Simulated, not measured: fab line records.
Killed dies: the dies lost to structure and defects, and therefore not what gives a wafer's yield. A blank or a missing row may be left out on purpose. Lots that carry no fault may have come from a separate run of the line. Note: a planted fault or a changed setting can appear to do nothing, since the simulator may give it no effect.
fab line records ; flow sky130 ; part 1 of 2: steps 1 to 24 of 35
[record] lots = 5; wafers = 15; last-day = 48
route steps=708 shown VT_ADJUST_HVTR@133 VT_ADJUST_PCH@143 SONOS_TUNNEL@154
lots untouched by any fault: they come from a run of this same line in which no faults occurred
start-h: the number of hours between the record's first day and the start of the first shown wafer of the lot ; wait-h: hours since the lot's step before ; " the same as in the row above ; L1.1+2: a row that stands for several wafers ; - no value, or no start was given ; * or withheld: withheld ; < > ~ a bound
route shown NAME@n: names a module that has steps shown in the file, with the first one's number in the route ; usual: the fault-free wafers' mean and standard deviation ; same: alike in all rows ; chamber/n: place in a boat ; sites: per-site readings ; _std_site: the standard deviation of these ; _edge_site: the outer-site mean with the inner-site mean subtracted ; radius-mm: for every site, how far away it sits from the centre of the wafer ; mask NAME#n: copy n ; behind: the most recent tool/chamber to have shaped the wafer ; hold: cause of the lot's hold/its duration in hours/its outcome ; device: whichever transistor did not switch (one of n, p or np) ; end of line: the route-end tests of the same wafers ; a step without rows: its recipe alone ; killed: not the wafer's yield, but the dies lost to structure and defects at the first sort ; map: dies across one wafer; x = killed, . = not, _ = none there
set.NAME: the setting the step ran with; set.NAME@STEP: the setting that earlier step ran with ; model.NAME: the simulator's own value behind a step, which no gauge read
lots at selected steps of the route; one table per step, one row per wafer
services: from which hour (start-h, from the record's first day; less than 0 if before it) a tool's chamber was out of use, for how many hours, and why
[[steps]]
[step SKY_VT_ADJUST_HVTR_COAT_02]
[recipe] resist = NOVOLAK; spin-rpm = 3000; resist-thk-nm = 1140
[usual] resist-line-temp-C = 22.99/0.12
lot.wafer;tool;chamber;start-h;wait-h;resist-line-temp-C
L074.1;litho-track-04;0;193.43;0.1;23.01
L074.3;litho-track-04;0;193.43;0.1;22.96
L074.5;litho-track-04;0;193.43;0.1;22.96
L075.2;litho-track-03;0;201.70;0.1;23.20
L075.5;litho-track-03;0;201.70;0.1;23.12
L075.6;litho-track-03;0;201.70;0.1;23.14
L082.1;litho-track-04;0;248.48;0.1;22.97
L082.3;litho-track-04;0;248.48;0.1;23.07
L082.6;litho-track-04;0;248.48;0.1;22.88
L088.2;litho-track-04;0;288.56;0.1;22.94
L088.3;litho-track-04;0;288.56;0.1;22.93
L088.4;litho-track-04;0;288.56;0.1;22.97
L090.2;litho-track-02;0;302.92;0.1;22.94
L090.3;litho-track-02;0;302.92;0.1;23.05
L090.6;litho-track-02;0;302.92;0.1;23.19
[step SKY_VT_ADJUST_HVTR_SOFTBAKE_03]
[recipe] temp-c = 90; time-s = 60; resist = NOVOLAK
[usual] plate-temp-C = 90.00/0.15; resist-line-temp-C = 23.00/0.1
lot.wafer;tool;chamber;start-h;wait-h;plate-temp-C;resist-line-temp-C
L074.1;litho-track-04;0;193.58;0.1;89.85;22.97
L074.3;litho-track-04;0;193.58;0.1;89.92;22.85
L074.5;litho-track-04;0;193.58;0.1;89.95;22.82
L075.2;litho-track-03;0;201.85;0.1;90.00;22.77
L075.5;litho-track-03;0;201.85;0.1;90.26;23.05
L075.6;litho-track-03;0;201.85;0.1;90.02;22.90
L082.1;litho-track-04;0;248.63;0.1;89.73;23.07
L082.3;litho-track-04;0;248.63;0.1;89.75;22.96
L082.6;litho-track-04;0;248.63;0.1;89.89;23.00
L088.2;litho-track-04;0;288.71;0.1;90.08;22.73
L088.3;litho-track-04;0;288.71;0.1;90.19;22.82
L088.4;litho-track-04;0;288.71;0.1;90.06;22.77
L090.2;litho-track-02;0;303.07;0.1;90.34;23.05
L090.3;litho-track-02;0;303.07;0.1;90.17;22.89
L090.6;litho-track-02;0;303.07;0.1;90.18;22.86
[step SKY_VT_ADJUST_HVTR_EXPOSE_04]
[recipe] mask-id = HVTRM; target-cd-nm = 380; na = 0.6; source-shape = conventional; sigma-outer = 0.6; dose-mj = 150
lot.wafer;tool;chamber;start-h;wait-h;mask
L074.1+3+5;iline-stepper-01;0;-;-;HVTRM#0
L075.2+5+6;iline-stepper-02;0;-;-;HVTRM#0
L082.1+3+6;iline-stepper-01;0;-;-;HVTRM#0
L088.2+3+4;iline-stepper-01;0;-;-;HVTRM#0
L090.2+3+6;iline-stepper-02;0;-;-;HVTRM#0
[step SKY_VT_ADJUST_HVTR_PEB_05]
[recipe] temp-c = withheld; time-s = *; resist = NOVOLAK
[usual] resist-line-temp-C = *
lot.wafer;tool;chamber;start-h;wait-h;resist-line-temp-C
L074.1;litho-track-03;0;-;-;*
L074.3;litho-track-03;0;-;-;*
L074.5;litho-track-03;0;-;-;*
L075.2;litho-track-03;0;-;-;*
L075.5;litho-track-03;0;-;-;*
L075.6;litho-track-03;0;-;-;*
L082.1;litho-track-04;0;-;-;*
L082.3;litho-track-04;0;-;-;*
L082.6;litho-track-04;0;-;-;*
L088.2;litho-track-04;0;-;-;*
L088.3;litho-track-04;0;-;-;*
L088.4;litho-track-04;0;-;-;*
L090.2;litho-track-04;0;-;-;*
L090.3;litho-track-04;0;-;-;*
L090.6;litho-track-04;0;-;-;*
[step SKY_VT_ADJUST_HVTR_DEVELOP_06]
[recipe] develop-time-s = 60; dev-temp-c = 23
[usual] resist-line-temp-C = 22.99/0.094
lot.wafer;tool;chamber;start-h;wait-h;resist-line-temp-C
L074.1;litho-track-03;0;204.33;0.1;23.06
L074.3;litho-track-03;0;204.33;0.1;22.98
L074.5;litho-track-03;0;204.33;0.1;22.92
L075.2;litho-track-03;0;213.20;0.1;23.09
L075.5;litho-track-03;0;213.20;0.1;23.07
L075.6;litho-track-03;0;213.20;0.1;23.03
L082.1;litho-track-04;0;259.98;0.1;22.98
L082.3;litho-track-04;0;259.98;0.1;23.13
L082.6;litho-track-04;0;259.98;0.1;22.93
L088.2;litho-track-04;0;299.66;0.1;23.04
L088.3;litho-track-04;0;299.66;0.1;22.81
L088.4;litho-track-04;0;299.66;0.1;22.80
L090.2;litho-track-04;0;315.46;0.1;23.01
L090.3;litho-track-04;0;315.46;0.1;22.91
L090.6;litho-track-04;0;315.46;0.1;23.09
[step SKY_VT_ADJUST_HVTR_CD_MEAS_07]
[recipe] target-cd-nm = 380
[usual] cd-nm = 380.0/2.8
lot.wafer;tool;chamber;start-h;wait-h;cd-nm
L074.1;cd-sem-01;-;204.48;0.1;378.8
L074.3;cd-sem-01;-;204.48;0.1;376.1
L074.5;cd-sem-01;-;204.48;0.1;380.0
L075.2;cd-sem-02;-;213.35;0.1;384.2
L075.5;cd-sem-02;-;213.35;0.1;384.5
L075.6;cd-sem-02;-;213.35;0.1;381.5
L082.1;cd-sem-02;-;260.13;0.1;380.0
L082.3;cd-sem-02;-;260.13;0.1;379.7
L082.6;cd-sem-02;-;260.13;0.1;382.3
L088.2;cd-sem-02;-;299.80;0.1;375.0
L088.3;cd-sem-02;-;299.80;0.1;374.6
L088.4;cd-sem-02;-;299.80;0.1;376.8
L090.2;cd-sem-02;-;315.60;0.1;380.3
L090.3;cd-sem-02;-;315.60;0.1;377.2
L090.6;cd-sem-02;-;315.60;0.1;379.9
[step SKY_VT_ADJUST_HVTR_OVL_MEAS_08]
[usual] VT_ADJUST_HVTR_OVL = 0.6/1.6
lot.wafer;tool;chamber;start-h;wait-h;VT_ADJUST_HVTR_OVL[nm]
L074.1;overlay-01;-;204.60;0.1;1.6
L074.3;overlay-01;-;204.60;0.1;1.0
L074.5;overlay-01;-;204.60;0.1;0.5
L075.2;overlay-01;-;213.45;0.1;-0.9
L075.5;overlay-01;-;213.45;0.1;-3.7
L075.6;overlay-01;-;213.45;0.1;0.2
L082.1;overlay-01;-;260.25;0.1;-1.4
L082.3;overlay-01;-;260.25;0.1;0.8
L082.6;overlay-01;-;260.25;0.1;-0.5
L088.2;overlay-01;-;299.91;0.1;1.1
L088.3;overlay-01;-;299.91;0.1;2.3
L088.4;overlay-01;-;299.91;0.1;-0.3
L090.2;overlay-01;-;315.71;0.1;1.3
L090.3;overlay-01;-;315.71;0.1;0.8
L090.6;overlay-01;-;315.71;0.1;0.3
[step SKY_VT_ADJUST_HVTR_IMPLANT_09]
[recipe] species = B; energy-kev = 10; dose-cm2 = 2.1e+12; tilt-deg = withheld
[usual] beam-on-s = 9.98/0.2
lot.wafer;tool;chamber;start-h;wait-h;beam-on-s
L074.1;implanter-02;0;204.63;0.0;9.84
L074.3;implanter-02;0;204.63;0.0;9.72
L074.5;implanter-02;0;204.63;0.0;9.81
L075.2;implanter-03;0;213.51;0.0;9.79
L075.5;implanter-03;0;213.51;0.0;10.13
L075.6;implanter-03;0;213.51;0.0;10.21
L082.1;implanter-01;0;260.29;0.0;10.24
L082.3;implanter-01;0;260.29;0.0;9.77
L082.6;implanter-01;0;260.29;0.0;9.88
L088.2;implanter-01;0;299.96;0.0;10.06
L088.3;implanter-01;0;299.96;0.0;10.21
L088.4;implanter-01;0;299.96;0.0;10.26
L090.2;implanter-01;0;315.76;0.0;10.14
L090.3;implanter-01;0;315.76;0.0;10.18
L090.6;implanter-01;0;315.76;0.0;9.75
[step SKY_VT_ADJUST_HVTR_STRIP_10]
[recipe] chemistry = O2/N2; power-w = 1400; pressure-mtorr = 1500; platen-temp-c = withheld; o2-flow-sccm = 3000; n2-flow-sccm = 300; overash-fraction = 0.5
[usual] drypump-motor-current-A = 5.7/0.6; n2-flow-sccm = 300.0/0.85; o2-flow-sccm = 2998/10; oes-product-au = 0.715/0.0045; strip-time-to-endpoint-s = 14.19/0.038
lot.wafer;tool;chamber;start-h;wait-h;drypump-motor-current-A;n2-flow-sccm;o2-flow-sccm;oes-product-au;rf-hours-counter-h;strip-time-to-endpoint-s
L074.1;plasma-asher-04;0;204.78;0.1;6.1;299.0;3001;0.716;8;14.22
L074.3;plasma-asher-04;1;204.78;0.1;6.5;300.8;3009;0.708;-;14.15
L074.5;plasma-asher-04;1;204.78;0.1;6.4;299.3;3008;0.720;-;14.13
L075.2;plasma-asher-03;1;213.63;0.1;5.9;299.1;2986;0.713;56;14.23
L075.5;plasma-asher-03;1;213.63;0.1;5.9;299.2;2989;0.709;-;14.17
L075.6;plasma-asher-03;0;213.63;0.1;4.7;299.0;3007;0.718;-;14.26
L082.1;plasma-asher-03;1;260.44;0.1;5.9;299.7;2989;0.723;60;14.18
L082.3;plasma-asher-03;1;260.44;0.1;5.9;298.9;2981;0.720;-;14.21
L082.6;plasma-asher-03;0;260.44;0.1;4.7;301.6;3002;0.710;-;14.18
L088.2;plasma-asher-04;0;300.09;0.1;6.0;299.3;2983;0.709;18;14.19
L088.3;plasma-asher-04;1;300.09;0.1;6.5;300.4;2983;0.711;-;14.18
L088.4;plasma-asher-04;0;300.09;0.1;6.0;300.5;2994;0.719;-;14.16
L090.2;plasma-asher-03;1;315.89;0.1;5.9;300.4;2986;0.713;67;14.20
L090.3;plasma-asher-03;0;315.89;0.1;4.7;300.7;3010;0.708;-;14.20
L090.6;plasma-asher-03;1;315.89;0.1;5.8;299.3;2987;0.717;-;14.20
[step SKY_VT_ADJUST_HVTR_TW_MEAS_11]
[usual] VT_ADJUST_HVTR_TW = 209.4/2.6
lot.wafer;tool;chamber;start-h;wait-h;VT_ADJUST_HVTR_TW
L074.1;film-metro-04;-;204.88;0.1;209.8
L074.3;film-metro-04;-;204.88;0.1;210.0
L074.5;film-metro-04;-;204.88;0.1;209.3
L075.2;film-metro-01;-;213.74;0.1;208.8
L075.5;film-metro-01;-;213.74;0.1;208.1
L075.6;film-metro-01;-;213.74;0.1;208.4
L082.1;film-metro-01;-;260.54;0.1;206.4
L082.3;film-metro-01;-;260.54;0.1;207.5
L082.6;film-metro-01;-;260.54;0.1;207.2
L088.2;film-metro-04;-;300.20;0.1;208.5
L088.3;film-metro-04;-;300.20;0.1;208.7
L088.4;film-metro-04;-;300.20;0.1;207.7
L090.2;film-metro-01;-;316.00;0.1;207.7
L090.3;film-metro-01;-;316.00;0.1;207.6
L090.6;film-metro-01;-;316.00;0.1;208.5
[step SKY_VT_ADJUST_PCH_DEHYDRATE_00]
[recipe] temp-c = 200; time-s = 60
[usual] plate-temp-C = 200.00/0.16; resist-line-temp-C = 22.99/0.1
lot.wafer;tool;chamber;start-h;wait-h;plate-temp-C;resist-line-temp-C
L074.1;litho-track-01;0;215.70;10.8;199.79;22.99
L074.3;litho-track-01;0;215.70;10.8;199.86;23.05
L074.5;litho-track-01;0;215.70;10.8;199.68;22.99
L075.2;litho-track-03;0;224.15;10.4;200.32;23.09
L075.5;litho-track-03;0;224.15;10.4;200.18;23.01
L075.6;litho-track-03;0;224.15;10.4;200.29;22.96
L082.1;litho-track-03;0;271.63;11.1;200.02;22.91
L082.3;litho-track-03;0;271.63;11.1;199.97;22.84
L082.6;litho-track-03;0;271.63;11.1;200.18;22.80
L088.2;litho-track-03;0;311.95;11.7;200.20;23.10
L088.3;litho-track-03;0;311.95;11.7;200.22;23.09
L088.4;litho-track-03;0;311.95;11.7;199.97;22.98
L090.2;litho-track-03;0;328.00;12.0;200.13;22.94
L090.3;litho-track-03;0;328.00;12.0;199.97;22.97
L090.6;litho-track-03;0;328.00;12.0;199.88;22.94
[step SKY_VT_ADJUST_PCH_HMDS_01]
[recipe] prime-time-s = 60; prime-temp-c = 120
[usual] resist-line-temp-C = 23.00/0.13
lot.wafer;tool;chamber;start-h;wait-h;resist-line-temp-C
L074.1;litho-track-01;0;215.85;0.1;22.81
L074.3;litho-track-01;0;215.85;0.1;22.93
L074.5;litho-track-01;0;215.85;0.1;22.73
L075.2;litho-track-03;0;224.30;0.1;23.08
L075.5;litho-track-03;0;224.30;0.1;23.11
L075.6;litho-track-03;0;224.30;0.1;22.94
L082.1;litho-track-03;0;271.78;0.1;23.19
L082.3;litho-track-03;0;271.78;0.1;23.17
L082.6;litho-track-03;0;271.78;0.1;22.98
L088.2;litho-track-03;0;312.10;0.1;23.05
L088.3;litho-track-03;0;312.10;0.1;23.12
L088.4;litho-track-03;0;312.10;0.1;23.12
L090.2;litho-track-03;0;328.15;0.1;22.91
L090.3;litho-track-03;0;328.15;0.1;22.85
L090.6;litho-track-03;0;328.15;0.1;22.73
[step SKY_VT_ADJUST_PCH_COAT_02]
[recipe] spin-rpm = 2000; resist-thk-nm = 3000
[usual] resist-line-temp-C = 23.00/0.1
lot.wafer;tool;chamber;start-h;wait-h;resist-line-temp-C
L074.1;litho-track-01;0;216.00;0.1;23.08
L074.3;litho-track-01;0;216.00;0.1;23.14
L074.5;litho-track-01;0;216.00;0.1;23.09
L075.2;litho-track-03;0;224.45;0.1;22.88
L075.5;litho-track-03;0;224.45;0.1;23.07
L075.6;litho-track-03;0;224.45;0.1;22.99
L082.1;litho-track-03;0;271.93;0.1;22.86
L082.3;litho-track-03;0;271.93;0.1;23.08
L082.6;litho-track-03;0;271.93;0.1;22.90
L088.2;litho-track-03;0;312.25;0.1;23.07
L088.3;litho-track-03;0;312.25;0.1;23.00
L088.4;litho-track-03;0;312.25;0.1;23.02
L090.2;litho-track-03;0;328.30;0.1;23.02
L090.3;litho-track-03;0;328.30;0.1;22.78
L090.6;litho-track-03;0;328.30;0.1;22.84
[step SKY_VT_ADJUST_PCH_SOFTBAKE_03]
[recipe] temp-c = 110; time-s = withheld
[usual] plate-temp-C = 109.98/0.13; resist-line-temp-C = 23.03/0.098
lot.wafer;tool;chamber;start-h;wait-h;plate-temp-C;resist-line-temp-C
L074.1;litho-track-01;0;216.15;0.1;109.90;23.13
L074.3;litho-track-01;0;216.15;0.1;109.97;23.23
L074.5;litho-track-01;0;216.15;0.1;110.11;23.20
L075.2;litho-track-03;0;224.61;0.1;110.03;22.93
L075.5;litho-track-03;0;224.61;0.1;109.95;22.98
L075.6;litho-track-03;0;224.61;0.1;109.89;23.06
L082.1;litho-track-03;0;272.08;0.1;110.04;23.14
L082.3;litho-track-03;0;272.08;0.1;110.00;23.06
L082.6;litho-track-03;0;272.08;0.1;110.05;23.15
L088.2;litho-track-03;0;312.41;0.1;110.10;23.09
L088.3;litho-track-03;0;312.41;0.1;110.08;23.04
L088.4;litho-track-03;0;312.41;0.1;110.15;22.97
L090.2;litho-track-03;0;328.46;0.1;109.93;23.07
L090.3;litho-track-03;0;328.46;0.1;110.06;22.91
L090.6;litho-track-03;0;328.46;0.1;109.93;22.99
[step SKY_VT_ADJUST_PCH_EXPOSE_04]
[recipe] mask-id = NWM; na = 0.6; source-shape = conventional; sigma-outer = 0.6; polarization = unpolarized; target-cd-nm = 840; dose-mj = 255
lot.wafer;tool;chamber;start-h;wait-h;mask
L074.1+3+5;iline-stepper-02;0;-;-;NWM#0
L075.2+5+6;iline-stepper-01;0;-;-;NWM#0
L082.1+3+6;iline-stepper-01;0;-;-;NWM#0
L088.2+3+4;iline-stepper-01;0;-;-;NWM#0
L090.2+3+6;iline-stepper-01;0;-;-;NWM#0
[step SKY_VT_ADJUST_PCH_PEB_05]
[recipe] temp-c = 115; time-s = withheld
[usual] plate-temp-C = 115.01/0.13; resist-line-temp-C = 22.99/0.091
lot.wafer;tool;chamber;start-h;wait-h;plate-temp-C;resist-line-temp-C
L074.1;litho-track-02;0;-;-;115.09;22.99
L074.3;litho-track-02;0;-;-;115.00;23.04
L074.5;litho-track-02;0;-;-;114.96;23.02
L075.2;litho-track-03;0;-;-;115.02;22.87
L075.5;litho-track-03;0;-;-;115.25;22.97
L075.6;litho-track-03;0;-;-;115.19;22.90
L082.1;litho-track-02;0;-;-;114.72;22.92
L082.3;litho-track-02;0;-;-;114.79;22.96
L082.6;litho-track-02;0;-;-;114.74;23.02
L088.2;litho-track-03;0;-;-;114.87;23.05
L088.3;litho-track-03;0;-;-;115.14;23.06
L088.4;litho-track-03;0;-;-;114.85;23.00
L090.2;litho-track-03;0;-;-;114.97;22.81
L090.3;litho-track-03;0;-;-;115.08;22.97
L090.6;litho-track-03;0;-;-;114.95;22.86
[step SKY_VT_ADJUST_PCH_DEVELOP_06]
[recipe] wall-angle-deg = 90; developer = TMAH; develop-time-s = 60; dev-temp-c = 23
[usual] resist-line-temp-C = 22.98/0.1
lot.wafer;tool;chamber;start-h;wait-h;resist-line-temp-C
L074.1;litho-track-02;0;-;-;23.06
L074.3;litho-track-02;0;-;-;22.98
L074.5;litho-track-02;0;-;-;22.98
L075.2;litho-track-03;0;-;-;22.85
L075.5;litho-track-03;0;-;-;22.90
L075.6;litho-track-03;0;-;-;22.94
L082.1;litho-track-02;0;-;-;22.96
L082.3;litho-track-02;0;-;-;22.89
L082.6;litho-track-02;0;-;-;22.87
L088.2;litho-track-03;0;-;-;22.82
L088.3;litho-track-03;0;-;-;22.93
L088.4;litho-track-03;0;-;-;22.81
L090.2;litho-track-03;0;-;-;23.12
L090.3;litho-track-03;0;-;-;22.98
L090.6;litho-track-03;0;-;-;23.13
[step SKY_VT_ADJUST_PCH_OVL_MEAS_07]
[usual] VT_ADJUST_PCH_OVL = -0.8/1.3
lot.wafer;tool;chamber;start-h;wait-h;VT_ADJUST_PCH_OVL[nm]
L074.1;overlay-02;-;227.45;-;1.2
L074.3;overlay-02;-;227.45;-;1.4
L074.5;overlay-02;-;227.45;-;-0.9
L075.2;overlay-01;-;236.33;-;-1.0
L075.5;overlay-01;-;236.33;-;-0.4
L075.6;overlay-01;-;236.33;-;-1.8
L082.1;overlay-02;-;284.80;-;-2.9
L082.3;overlay-02;-;284.80;-;-2.3
L082.6;overlay-02;-;284.80;-;-2.1
L088.2;overlay-02;-;324.43;-;-0.5
L088.3;overlay-02;-;324.43;-;-0.7
L088.4;overlay-02;-;324.43;-;-0.8
L090.2;overlay-01;-;341.18;-;0.8
L090.3;overlay-01;-;341.18;-;0.2
L090.6;overlay-01;-;341.18;-;-1.2
[step SKY_VT_ADJUST_PCH_IMPLANT_08]
[recipe] species = B; energy-kev = 10; dose-cm2 = 5e+11; tilt-deg = withheld
[usual] beam-on-s = 10.01/0.23
lot.wafer;tool;chamber;start-h;wait-h;beam-on-s
L074.1;implanter-02;0;227.49;0.0;10.38
L074.3;implanter-02;0;227.49;0.0;10.30
L074.5;implanter-02;0;227.49;0.0;10.20
L075.2;implanter-01;0;236.39;0.0;9.63
L075.5;implanter-01;0;236.39;0.0;9.71
L075.6;implanter-01;0;236.39;0.0;9.73
L082.1;implanter-02;0;284.83;0.0;10.49
L082.3;implanter-02;0;284.83;0.0;9.63
L082.6;implanter-02;0;284.83;0.0;10.03
L088.2;implanter-04;0;324.49;0.0;10.18
L088.3;implanter-04;0;324.49;0.0;9.73
L088.4;implanter-04;0;324.49;0.0;9.96
L090.2;implanter-02;0;341.24;0.0;9.71
L090.3;implanter-02;0;341.24;0.0;10.06
L090.6;implanter-02;0;341.24;0.0;9.74
[step SKY_VT_ADJUST_PCH_STRIP_09]
[recipe] chemistry = O2/N2; power-w = 1400; pressure-mtorr = 1500; platen-temp-c = withheld; o2-flow-sccm = 3000; n2-flow-sccm = 300; overash-fraction = 0.5
[usual] drypump-motor-current-A = 5.7/0.43; n2-flow-sccm = 300.0/0.86; o2-flow-sccm = 2999/9.2; oes-product-au = 0.723/0.0043; strip-time-to-endpoint-s = 36.90/0.097
lot.wafer;tool;chamber;start-h;wait-h;drypump-motor-current-A;n2-flow-sccm;o2-flow-sccm;oes-product-au;rf-hours-counter-h;strip-time-to-endpoint-s
L074.1;plasma-asher-02;0;227.64;0.1;5.7;300.1;3004;0.724;59;37.00
L074.3;plasma-asher-02;1;227.64;0.1;5.3;301.9;3009;0.724;-;37.13
L074.5;plasma-asher-02;1;227.64;0.1;5.3;299.9;2986;0.721;-;37.02
L075.2;plasma-asher-04;1;236.51;0.1;6.5;299.7;3005;0.722;11;36.81
L075.5;plasma-asher-04;1;236.51;0.1;6.5;299.4;2993;0.727;-;36.76
L075.6;plasma-asher-04;0;236.51;0.1;6.0;300.3;2982;0.721;-;36.70
L082.1;plasma-asher-01;1;284.98;0.1;5.3;300.6;2998;0.722;47;37.18
L082.3;plasma-asher-01;0;284.98;0.1;6.0;300.4;2989;0.724;-;37.02
L082.6;plasma-asher-01;0;284.98;0.1;6.0;300.6;2999;0.727;-;37.01
L088.2;plasma-asher-02;1;324.61;0.1;5.3;298.9;2988;0.725;69;36.85
L088.3;plasma-asher-02;1;324.61;0.1;5.3;299.9;2977;0.731;-;36.86
L088.4;plasma-asher-02;0;324.61;0.1;5.6;301.1;2997;0.729;-;36.92
L090.2;plasma-asher-01;1;341.36;0.1;5.2;299.5;2999;0.725;48;36.79
L090.3;plasma-asher-01;1;341.36;0.1;5.2;300.8;3000;0.719;-;36.84
L090.6;plasma-asher-01;1;341.36;0.1;5.3;299.2;3007;0.721;-;36.93
[step SKY_VT_ADJUST_PCH_TW_MEAS_10]
[usual] VT_ADJUST_PCH_TW = 142.0/1.8
lot.wafer;tool;chamber;start-h;wait-h;VT_ADJUST_PCH_TW
L074.1;film-metro-03;-;227.74;0.1;139.2
L074.3;film-metro-03;-;227.74;0.1;139.7
L074.5;film-metro-03;-;227.74;0.1;139.5
L075.2;film-metro-03;-;236.62;0.1;140.2
L075.5;film-metro-03;-;236.62;0.1;140.2
L075.6;film-metro-03;-;236.62;0.1;138.9
L082.1;film-metro-01;-;285.08;0.1;139.1
L082.3;film-metro-01;-;285.08;0.1;140.5
L082.6;film-metro-01;-;285.08;0.1;140.5
L088.2;film-metro-01;-;324.72;0.1;141.2
L088.3;film-metro-01;-;324.72;0.1;140.6
L088.4;film-metro-01;-;324.72;0.1;141.0
L090.2;film-metro-02;-;341.47;0.1;145.6
L090.3;film-metro-02;-;341.47;0.1;144.8
L090.6;film-metro-02;-;341.47;0.1;145.1
[step SKY_SONOS_TUNNEL_DEHYDRATE_00]
[recipe] temp-c = 200; time-s = 60
[usual] plate-temp-C = 200.01/0.15; resist-line-temp-C = 22.98/0.085
lot.wafer;tool;chamber;start-h;wait-h;plate-temp-C;resist-line-temp-C
L074.1;litho-track-02;0;238.80;11.1;199.98;22.93
L074.3;litho-track-02;0;238.80;11.1;200.21;22.94
L074.5;litho-track-02;0;238.80;11.1;200.00;22.95
L075.2;litho-track-02;0;246.77;10.1;199.92;22.96
L075.5;litho-track-02;0;246.77;10.1;200.09;22.94
L075.6;litho-track-02;0;246.77;10.1;200.11;22.99
L082.1;litho-track-04;0;296.38;11.3;200.07;23.09
L082.3;litho-track-04;0;296.38;11.3;199.91;23.08
L082.6;litho-track-04;0;296.38;11.3;199.85;23.02
L088.2;litho-track-04;0;337.36;12.6;199.97;23.05
L088.3;litho-track-04;0;337.36;12.6;199.89;22.96
L088.4;litho-track-04;0;337.36;12.6;200.06;23.05
L090.2;litho-track-04;0;354.31;12.8;200.22;23.09
L090.3;litho-track-04;0;354.31;12.8;200.21;22.90
L090.6;litho-track-04;0;354.31;12.8;200.05;22.97
[step SKY_SONOS_TUNNEL_HMDS_01]
[recipe] prime-time-s = 60; prime-temp-c = 120
[usual] resist-line-temp-C = 23.00/0.11
lot.wafer;tool;chamber;start-h;wait-h;resist-line-temp-C
L074.1;litho-track-02;0;238.95;0.1;23.08
L074.3;litho-track-02;0;238.95;0.1;22.93
L074.5;litho-track-02;0;238.95;0.1;22.79
L075.2;litho-track-02;0;246.92;0.1;22.92
L075.5;litho-track-02;0;246.92;0.1;23.22
L075.6;litho-track-02;0;246.92;0.1;23.07
L082.1;litho-track-04;0;296.53;0.1;22.95
L082.3;litho-track-04;0;296.53;0.1;23.02
L082.6;litho-track-04;0;296.53;0.1;23.08
L088.2;litho-track-04;0;337.51;0.1;23.06
L088.3;litho-track-04;0;337.51;0.1;23.00
L088.4;litho-track-04;0;337.51;0.1;22.90
L090.2;litho-track-04;0;354.46;0.1;23.06
L090.3;litho-track-04;0;354.46;0.1;23.17
L090.6;litho-track-04;0;354.46;0.1;23.13
[step SKY_SONOS_TUNNEL_COAT_02]
[recipe] resist = NOVOLAK; spin-rpm = 3000; resist-thk-nm = 1140
[usual] resist-line-temp-C = 22.99/0.098
lot.wafer;tool;chamber;start-h;wait-h;resist-line-temp-C
L074.1;litho-track-02;0;239.10;0.1;23.19
L074.3;litho-track-02;0;239.10;0.1;23.32
L074.5;litho-track-02;0;239.10;0.1;23.15
L075.2;litho-track-02;0;247.07;0.1;23.09
L075.5;litho-track-02;0;247.07;0.1;23.17
L075.6;litho-track-02;0;247.07;0.1;23.24
L082.1;litho-track-04;0;296.68;0.1;22.88
L082.3;litho-track-04;0;296.68;0.1;23.00
L082.6;litho-track-04;0;296.68;0.1;23.03
L088.2;litho-track-04;0;337.66;0.1;23.01
L088.3;litho-track-04;0;337.66;0.1;22.89
L088.4;litho-track-04;0;337.66;0.1;23.00
L090.2;litho-track-04;0;354.61;0.1;23.05
L090.3;litho-track-04;0;354.61;0.1;22.86
L090.6;litho-track-04;0;354.61;0.1;22.85
